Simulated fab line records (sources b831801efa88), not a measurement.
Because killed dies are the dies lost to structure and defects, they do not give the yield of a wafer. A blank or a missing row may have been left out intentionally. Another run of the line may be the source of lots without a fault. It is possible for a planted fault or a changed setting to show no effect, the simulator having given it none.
Comparing a struck lot with a sound one :: flow sky130 :: 32 out of 708 route steps
Sound: these wafers, L648.1, L648.5, L648.6. Struck: wafer L656.6. (L656.1, L656.4 of the same lot were not struck and are left out.) The cause comes at the end.
At each step with rows: each side's tool, then ch and its chambers, then its first start. Under that, the readings that differ: sound wafers :: struck wafers :: difference of the means :: sigmas: that difference in standard deviations of wafers without a fault.
alike: words and numbers the same on both sides, and readings whose means are apart by under 2 such deviations; not compared: readings that were withheld, readings missing a value for some wafer, numbers with overlapping values and no deviation given by the record, and bounds like >300 which may hide the same value.
Wherever a step has rows on one side only, a row that says differs or no value, or a row with sigmas, the two part there. Numbers that have no deviation but don't overlap get no sigmas and don't part them. A reading missing from all wafers of one side parts the sides only when that side holds two or more wafers.

first, 1 step without rows for these wafers: SKY_VIA1_ETCH_15 (etches SiO2 in C4F8/O2/Ar, stops on TiN, target depth 351 nm, time 54 s).
SKY_VIA1_STRIP_16: strips in O2/N2.
  sound on plasma-asher-03 ch 0,1, day 36 15:53; struck on plasma-asher-01 ch 0, day 38 18:03
  alike: drypump-motor-current-A, oes-product-au, strip-time-to-endpoint-s
  not compared: rf-hours-counter-h
then, 3 steps without rows for these wafers: SKY_VIA1_STRIP_17 (strips in post etch residue remover, time 1200 s); SKY_VIA1_CLEAN_18 (cleans in IPA, time 180 s); SKY_VIA1_CLEAN_19 (cleans in O3/DIW).
SKY_VIA1_SPUTTER_20: material TiN, target thk 20 nm, time 80 s.
  struck on pvd-sputter-03, day 38 18:39; sound on pvd-sputter-02, day 36 16:29
  alike: throttle-valve-pct
SKY_VIA1_CVD_21: deposits W, target thk 270 nm, time 80.902 s.
  sound on cvd-w-01 ch 0,1, day 36 16:32; struck on cvd-w-02 ch 1, day 38 18:43
  alike: heater-power-w
SKY_VIA1_RS_MEAS_22: uses a four-point probe to measure.
  struck on film-metro-01, day 38 18:48; sound on film-metro-03, day 36 16:38
  alike: VIA1_W_RS
SKY_VIA1_THK_MEAS_23: measures by xrf.
  struck on film-metro-01, day 38 18:55; sound on film-metro-03, day 36 16:46
  alike: VIA1_W_THK
SKY_VIA1_CMP_24: polishes, stops on SiO2, t overpolish 15 s, target thk 0 nm.
  sound on cmp-01 ch 0,1,2, day 36 16:55; struck on cmp-02 ch 0, day 38 19:02
  alike: motor-current-A, overpolish-run-s, slurry-filter-dp-kPa, time-to-endpoint-s
then, 2 steps without rows for these wafers: SKY_METAL2_SPUTTER_00 (material Ti, target thk 15 nm, time 10 s); SKY_METAL2_SPUTTER_01 (material TiN, target thk 20 nm, time 16.7 s).
SKY_METAL2_SPUTTER_02: material AlCu, target thk 250 nm, time 13.3 s.
  struck on pvd-sputter-02, day 38 19:20; sound on pvd-sputter-03, day 36 17:10
reading: model.AlCu_of_METAL2_SPUTTER_02.thk-nm (nm)
sound: 251.9 253.3 251.8
struck: 297.4
difference: +45.1
sigmas: 
  alike: throttle-valve-pct
then, 2 steps without rows for these wafers: SKY_METAL2_SPUTTER_03 (material Ti, target thk 5 nm, time 3.3 s); SKY_METAL2_SPUTTER_04 (material TiN, target thk 70 nm, time 58.3 s).
SKY_METAL2_RS_MEAS_05: uses a four-point probe to measure.
  struck on film-metro-04, day 38 19:25; sound on film-metro-03, day 36 17:15
reading: METAL2_ALCU_RS (ohm/sq)
sound: 0.1259 0.1250 0.1260
struck: 0.1060
difference: -0.0196
sigmas: -15
SKY_METAL2_THK_MEAS_06: measures by xrf.
  struck on film-metro-04, day 38 19:32; sound on film-metro-03, day 36 17:22
reading: METAL2_ALCU_THK (nm)
sound: 249.1 250.9 249.3
struck: 295.2
difference: +45.4
sigmas: +17
then, 8 steps without rows for these wafers: SKY_METAL2_DEHYDRATE_07 (time 60 s); SKY_METAL2_HMDS_08 (prime time 60 s); SKY_METAL2_COAT_09 (resist thk 60 nm); SKY_METAL2_COAT_10 (resist thk 450 nm); SKY_METAL2_SOFTBAKE_11 (time 90 s); SKY_METAL2_EXPOSE_12 (exposes mask MM2, target cd 140 nm); SKY_METAL2_PEB_13; SKY_METAL2_DEVELOP_14 (develop time 60 s).
SKY_METAL2_CD_MEAS_15 targets a cd of 140 nm.
  struck on cd-sem-02, day 39 19:28; sound on cd-sem-01, day 37 19:29
  alike: cd-nm
SKY_METAL2_OVL_MEAS_16:
  struck on overlay-01, day 39 19:35; sound on overlay-02, day 37 19:36
  alike: METAL2_OVL
then, 1 step without rows for these wafers: SKY_METAL2_DESCUM_17 (chemistry O2, time 8 s).
SKY_METAL2_ETCH_18: etches BARC in N2/H2, stops on SiO2, time 45.9 s, target depth 60 nm.
  sound on rie-metal-02 ch 0,1, day 37 19:40; struck on rie-metal-01 ch 1, day 39 19:40
  alike: drypump-motor-current-A, oes-product-au, throttle-valve-pct
  not compared: rf-hours-counter-h
SKY_METAL2_METAL_ETCH_19: etches the open film in Cl2/BCl3, stops on SiO2, target depth 360 nm, time 78 s.
  sound on rie-metal-02 ch 0,1, day 37 19:44; struck on rie-metal-01 ch 1, day 39 19:43
reading: oes-product-au (a.u.)
sound: 0.850 0.853 0.854
struck: 0.876
difference: +0.024
sigmas: +5
  alike: drypump-motor-current-A, mfc-cl2-sccm, throttle-valve-pct
  not compared: rf-hours-counter-h
then, 1 step without rows for these wafers: SKY_METAL2_STRIP_20 (strips in O2/N2).
-- the record jumps here: 10 days lie between the struck wafers' starts before and after (it left off in module METAL2 and takes up again in module PAD_OPEN, whose first step shown is number 708 of the route) --
SKY_PAD_OPEN_PROBE_99:
  struck on prober-02, day 49 11:34; sound on prober-02, day 47 21:57
reading: model.etest.met2.line-ohm-um
sound: 0.9143 0.8975 0.8897
struck: 0.7664
difference: -0.1341
sigmas: 

reading: model.etest.met2.rs-ohm-sq
sound: 0.1264 0.1257 0.1279
struck: 0.1071
difference: -0.0196
sigmas: 
  alike: defect-limited-yield, killed_at_M0_to_M3, killed_at_M4_up, killed-at-contacts, killed-at-front-end, killed-at-other, killed-dies, killed-open, killed-short, sort_bin_3_pad_short, sort_bin_5_function, sort_bin_6_memory, sort-n-pass, sort-yield-pct

WHERE THEY PART
At SKY_METAL2_RS_MEAS_05 first; at SKY_METAL2_METAL_ETCH_19 last (within this record only). Later steps at which nothing parts them and some readings are alike: SKY_PAD_OPEN_PROBE_99.

WHY: what had been put in by the simulator
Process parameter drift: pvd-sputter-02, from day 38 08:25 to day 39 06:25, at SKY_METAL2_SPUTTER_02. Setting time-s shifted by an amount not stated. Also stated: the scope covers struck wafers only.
